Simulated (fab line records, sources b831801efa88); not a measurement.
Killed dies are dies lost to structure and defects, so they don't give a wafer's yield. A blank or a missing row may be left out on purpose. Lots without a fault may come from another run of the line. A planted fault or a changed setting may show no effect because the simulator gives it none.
One fault seen from 2 desks | flow sfq_line | each desk has only its own numbers; what lay behind them comes last

THE METROLOGY DESK
What the gauges read, lot by lot, whatever tool the lot ran on: means of the sampled wafers that have a number. A lot is out of limits, marked OUT, if its mean lies more than 4 standard deviations from the usual mean; the brackets give that distance.
Columns: A = M0_NB_RS at SFQ_M0_RS_MEAS_904, usual 0.891 ohm/sq; B = M0_OVL at SFQ_M0_OVL_MEAS_906, usual 0 nm
lot  | first seen here | A     | B
L149 | day 7 18:51     | 0.895 | 1
L155 | day 10 07:27    | 0.903 | -0
L162 | day 12 05:22    | 0.887 | 1
L163 | day 12 15:58    | 0.888 | 5
L164 | day 12 19:35    | 0.897 | 6
L165 | day 13 07:42    | 0.890 | 4
This desk's finding: nothing out of limits on any of the 6 lots.

THE TOOL OWNER'S DESK: rie_metal-01
The tool's own readings at SFQ_TRILAYER_M0_BARC_OPEN_METAL_ETCH_031 (etches BARC in O2, target depth 125 nm, time 41.7 s): means of the sampled wafers that have a number, for each lot that ran on this tool. A lot is out of limits, marked OUT, if its mean lies more than 4 standard deviations from the usual mean; the brackets give that distance.
Columns: A = drypump_motor_current_A at SFQ_TRILAYER_M0_BARC_OPEN_METAL_ETCH_031, usual 5.51 A; B = he_backside_leak_sccm at SFQ_TRILAYER_M0_BARC_OPEN_METAL_ETCH_031, usual 3.5 sccm; C = oes_product_au at SFQ_TRILAYER_M0_BARC_OPEN_METAL_ETCH_031, usual 0.684 a.u.; D = run_length_s at SFQ_TRILAYER_M0_BARC_OPEN_METAL_ETCH_031, usual 70.2 s
lot  | first seen here | A    | B   | C     | D
L155 | day 15 07:55    | 5.79 | 3.5 | 0.682 | 70.1
L162 | day 17 15:22    | 5.75 | 3.3 | 0.697 | 69.1
L164 | day 18 09:22    | 5.76 | 3.5 | 0.697 | 69.1
This desk's finding: nothing out of limits on any of the 3 lots.

PUT TOGETHER
The metrology desk saw nothing out of limits.
The tool owner's desk saw nothing out of limits.

WHAT THE SIMULATOR HAD PUT IN
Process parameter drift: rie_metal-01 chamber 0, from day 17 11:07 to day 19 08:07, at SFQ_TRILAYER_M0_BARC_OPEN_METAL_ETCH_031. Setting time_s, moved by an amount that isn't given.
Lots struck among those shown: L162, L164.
